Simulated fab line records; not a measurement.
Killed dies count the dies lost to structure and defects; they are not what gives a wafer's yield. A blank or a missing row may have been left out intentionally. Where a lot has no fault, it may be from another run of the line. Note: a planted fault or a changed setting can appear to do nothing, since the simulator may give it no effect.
Which tool is to blame? | flow gf180mcu | 15 lots, 45 wafers sampled, at 3 steps of a route of 602

## WHAT THE GAUGES READ, wafer by wafer
GF_M3_RS_MEAS_05: a four-point-probe measurement.
lot  | measured     | on            | M3_ALCU_RS (ohm/sq)
L694 | day 20 16:11 | film_metro-04 | 0.0694 0.0692 0.0700
L697 | day 21 14:40 | film_metro-02 | 0.0692 0.0705 0.0692
L698 | day 21 21:26 | film_metro-02 | 0.0695 0.0696 0.0694
L699 | day 22 09:23 | film_metro-02 | 0.0693 0.0684 0.0680
L700 | day 22 16:50 | film_metro-02 | 0.0695 0.0692 0.0705
L701 | day 23 07:38 | film_metro-02 | 0.0698 0.0695 0.0686
L702 | day 23 08:58 | film_metro-04 | 0.0714 0.0706 0.0701
L703 | day 23 12:07 | film_metro-02 | 0.0715 0.0706 0.0715
L704 | day 24 04:26 | film_metro-03 | 0.0692 0.0696 0.0702
L709 | day 25 18:05 | film_metro-03 | 0.0702 0.0698 0.0704
L710 | day 26 02:38 | film_metro-02 | 0.0701 0.0695 0.0685
L711 | day 26 16:35 | film_metro-03 | 0.0697 0.0708 0.0707
L715 | day 27 19:11 | film_metro-03 | 0.0707 0.0701 0.0718
L716 | day 27 21:20 | film_metro-03 | 0.0704 0.0687 0.0701
L717 | day 28 06:50 | film_metro-03 | 0.0709 0.0710 0.0704

GF_M3_CD_MEAS_14: target cd 280 nm.
lot  | measured     | on        | cd_nm (nm)
L694 | day 21 16:13 | cd_sem-01 | 277.7 279.2 280.2
L697 | day 22 14:05 | cd_sem-02 | 281.3 281.8 281.6
L698 | day 22 20:50 | cd_sem-01 | 279.9 279.8 279.4
L699 | day 23 08:10 | cd_sem-01 | 279.4 280.2 279.2
L700 | day 23 15:59 | cd_sem-02 | 277.7 280.1 281.6
L701 | day 24 06:04 | cd_sem-02 | 279.0 279.0 278.7
L702 | day 24 07:40 | cd_sem-02 | 281.1 280.9 280.6
L703 | day 24 10:01 | cd_sem-02 | 280.4 278.9 279.6
L704 | day 25 02:45 | cd_sem-01 | 278.9 278.5 279.5
L709 | day 26 15:12 | cd_sem-02 | - - -
L710 | day 26 23:52 | cd_sem-02 | - - -
L711 | day 27 12:29 | cd_sem-02 | - - -
L715 | day 28 15:01 | cd_sem-01 | 280.6 280.2 281.0
L716 | day 28 17:13 | cd_sem-01 | 281.5 281.3 279.4
L717 | day 29 01:31 | cd_sem-01 | 281.1 280.6 280.4

## WHAT TOOL EACH LOT RAN ON (gives the tool, then ch and the chambers of the sampled wafers, and finally the start)
lot  | GF_M3_DEVELOP_13
L694 | litho_track-02 ch 0, day 21 16:04
L697 | litho_track-02 ch 0, day 22 13:57
L698 | litho_track-01 ch 0, day 22 20:41
L699 | litho_track-02 ch 0, day 23 08:01
L700 | litho_track-01 ch 0, day 23 15:50
L701 | litho_track-02 ch 0, day 24 05:55
L702 | litho_track-02 ch 0, day 24 07:31
L703 | litho_track-03 ch 0, day 24 09:53
L704 | litho_track-03 ch 0, day 25 02:36
L709 | litho_track-03, day 26 15:03
L710 | litho_track-01, day 26 23:43
L711 | litho_track-01, day 27 12:20
L715 | litho_track-03 ch 0, day 28 14:53
L716 | litho_track-01 ch 0, day 28 17:04
L717 | litho_track-02 ch 0, day 29 01:22
- GF_M3_DEVELOP_13: develop time 60 s.

## AS READ BY THE TOOLS THEMSELVES (means over the sampled wafers that have a number; for cases with no such wafer, the mark the record gives instead)
GF_M3_DEVELOP_13.
lot  | tool           | chill_plate_temp_C (C)
L694 | litho_track-02 | 23.11
L697 | litho_track-02 | 22.89
L698 | litho_track-01 | 22.98
L699 | litho_track-02 | 23.03
L700 | litho_track-01 | 23.00
L701 | litho_track-02 | 22.93
L702 | litho_track-02 | 23.16
L703 | litho_track-03 | 22.91
L704 | litho_track-03 | 22.92
L709 | litho_track-03 | -
L710 | litho_track-01 | -
L711 | litho_track-01 | -
L715 | litho_track-03 | 23.02
L716 | litho_track-01 | 23.04
L717 | litho_track-02 | 22.95

## THE ANSWER, worked out from the rows above alone
Rule: the usual values come from the lots themselves. The widest of any qualifying gaps counts: lots, ordered by their means at a reading, are off when they make up no more than a third of the lots, leave a main group of 4 or more, and stand apart from it by 3 or more times the standard deviation of that group's means. A main group is skipped when, at the precision printed for the reading in the tables above, its means are all equal. A lot without any number at a reading at which 4 lots or more have one is off too. All remaining lots with rows at the step are treated as sound. The gauges are gone through in route order, then the tools' own readings, and for those a lot's mean is taken as printed above. The first step at which some lot is off is used, and at that step the reading that is off furthest; a lot without a number counts as furthest.
Off: L709, L710, L711 (GF_M3_CD_MEAS_14, cd_nm). Without a number there: L709, L710, L711. The main group has a mean of 280.0 nm with a standard deviation of 0.83.
If a tool, at a process step before that reading, ran all the lots that are off and no sound lot after the first of them, it fits. The gauges at GF_M3_CD_MEAS_14 aren't tried: what is off there is off at GF_M3_DEVELOP_13 too, on other tools, and a gauge's error can't cause that. No candidate that was tried fits.

## WHAT THE SIMULATOR PUT IN
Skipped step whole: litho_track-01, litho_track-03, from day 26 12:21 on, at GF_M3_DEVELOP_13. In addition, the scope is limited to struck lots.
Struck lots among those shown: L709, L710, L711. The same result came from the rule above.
